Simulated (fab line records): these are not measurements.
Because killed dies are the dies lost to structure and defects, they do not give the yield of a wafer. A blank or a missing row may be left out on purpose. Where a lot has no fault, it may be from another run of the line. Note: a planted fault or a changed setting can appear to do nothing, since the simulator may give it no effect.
Comparing a struck lot with a sound one / flow sky130 / 17 out of 708 route steps
Sound: the wafers L258.2, L258.4, L258.5. Wafers L269.4, L269.5, L269.6 were the ones struck. At the end, the cause is stated.
Each step with rows lists, per side, the tool, then ch with its chambers, then its first start. Under that, the readings that differ: sound wafers / struck wafers / difference of the means / sigmas: that difference in standard deviations of wafers without a fault.
alike: words and numbers the same on both sides, and readings whose means are apart by under 2 such deviations; not compared: readings that were withheld, readings missing a value for some wafer, numbers with overlapping values and no deviation given by the record, and bounds like >300 which may hide the same value.
The two part at a step that has a row with sigmas, a row that says differs or no value, or rows on one side only. When numbers do not overlap yet have no deviation, they are printed without sigmas and do not part them. A reading missing from all wafers of one side parts the sides only when that side holds two or more wafers.

first, 5 steps without rows for these wafers: SKY_SD_N_COAT_02 (resist thk 1140 nm); SKY_SD_N_SOFTBAKE_03 (time 60 s); SKY_SD_N_EXPOSE_04 (exposes mask NSDM, target cd 380 nm); SKY_SD_N_PEB_05; SKY_SD_N_DEVELOP_06 (develop time 60 s).
SKY_SD_N_CD_MEAS_07 targets a cd of 380 nm.
  sound: cdSem-02 at day 29 07:33; struck: cdSem-01 at day 33 03:41
reading=cdNm (nm); sound=373.4 374.5 374.7; struck=379.5 380.7 378.4; difference=+5.3; sigmas=+2
SKY_SD_N_OVL_MEAS_08:
  sound: overlay-02 at day 29 07:40; struck: overlay-02 at day 33 03:46
  alike: SD_N_OVL
then, 2 steps without rows for these wafers: SKY_SD_N_IMPLANT_09; SKY_SD_N_IMPLANT_10.
SKY_SD_N_STRIP_11: strips in O2/N2.
  sound on plasmaAsher-01 ch 0,1, day 29 07:59; struck on plasmaAsher-02 ch 0,1, day 33 04:07
  alike: drypumpMotorCurrentA, oesProductAu, stripTimeToEndpointS
  not compared: rfHoursCounterH
SKY_SD_N_TW_MEAS_12:
  sound: filmMetro-02 at day 29 08:06; struck: filmMetro-01 at day 33 04:13
  alike: SD_N_TW
then, 1 step without rows for these wafers: SKY_SD_N_CLEAN_13 (cleans in SC1/SC2, time 150 s).
SKY_SD_N_RTA_14: time 2 s.
  sound on rtpAnneal-02 ch 0, day 29 08:13; struck on rtpAnneal-01 ch 0, day 33 04:19
reading=lampPowerPct (%); sound=15.76 15.68 15.74; struck=15.83 15.79 15.88; difference=+0.11; sigmas=+2
reading=wafer_temp_C_max; sound=1078.1 1078.2 1076.1; struck=1087.6 1089.9 1089.7; difference=+11.6; sigmas=+10
SKY_SD_N_RS_MEAS_16: measurement is done with a four-point probe.
  sound: filmMetro-01 at day 29 08:23; struck: filmMetro-02 at day 33 04:32
reading=SD_N_RS (ohm/sq); sound=68.46 68.63 68.60; struck=66.79 66.76 66.88; difference=-1.75; sigmas=-16
SKY_SD_N_RS_MEAS_17: measurement is done with a four-point probe.
  sound: filmMetro-01 at day 29 08:31; struck: filmMetro-02 at day 33 04:39
reading=SD_P_RS (ohm/sq); sound=147.2 147.3 147.4; struck=138.2 138.6 138.3; difference=-8.9; sigmas=-25
SKY_SD_N_RS_MEAS_18: measurement is done with a four-point probe.
  sound: filmMetro-01 at day 29 08:38; struck: filmMetro-02 at day 33 04:46
  alike: RES_XHIGH_RS
-- the record jumps here: 16 days lie between the struck wafers' starts before and after (it left off in module SD_N and takes up again in module PAD_OPEN, whose first step shown is number 708 of the route) --
SKY_PAD_OPEN_PROBE_99:
  sound: prober-02 at day 46 22:02; struck: prober-01 at day 49 13:33
reading=model.etest.resXhighPo.lineOhmUm; sound=5510 5702 5527; struck=4984 4830 5010; difference=-638; sigmas=
reading=model.etest.resXhighPo.rsOhmSq; sound=1924 1969 1924; struck=1745 1684 1755; difference=-211; sigmas=
reading=model.etest.pfet_01v8.rOnOhmUm; sound=2924 2913 2966; struck=2713 2699 2701; difference=-230; sigmas=
reading=model.etest.resPdiff.lineOhmUm; sound=1352 1384 1366; struck=1315 1262 1268; difference=-86; sigmas=
reading=model.etest.resHighPo.lineOhmUm; sound=757 766.5 760.2; struck=674.1 667.3 676.1; difference=-88.7; sigmas=
reading=model.etest.liconHighPo.rcOhm; sound=355.2 347.4 344.1; struck=299.4 285.2 300.6; difference=-53.8; sigmas=
reading=model.etest.resNdiff.lineOhmUm; sound=759.3 768.9 766.5; struck=753.4 732.8 746.9; difference=-20.5; sigmas=
reading=model.etest.resHighPo.rsOhmSq; sound=264.5 266.1 262.7; struck=237.8 229.7 236.5; difference=-29.8; sigmas=
  alike: killed_at_M0_to_M3, killed_at_M4_up, killedAtContacts, killedAtFrontEnd, killedAtOther, killedDies, killedOpen, killedShort

## WHERE THEY PART
Last at SKY_SD_N_RS_MEAS_17 as far as this record goes, first at SKY_SD_N_CD_MEAS_07. Later steps at which nothing parts them and some readings are alike: SKY_SD_N_RS_MEAS_18, SKY_PAD_OPEN_PROBE_99.

WHY: what had been put in by the simulator
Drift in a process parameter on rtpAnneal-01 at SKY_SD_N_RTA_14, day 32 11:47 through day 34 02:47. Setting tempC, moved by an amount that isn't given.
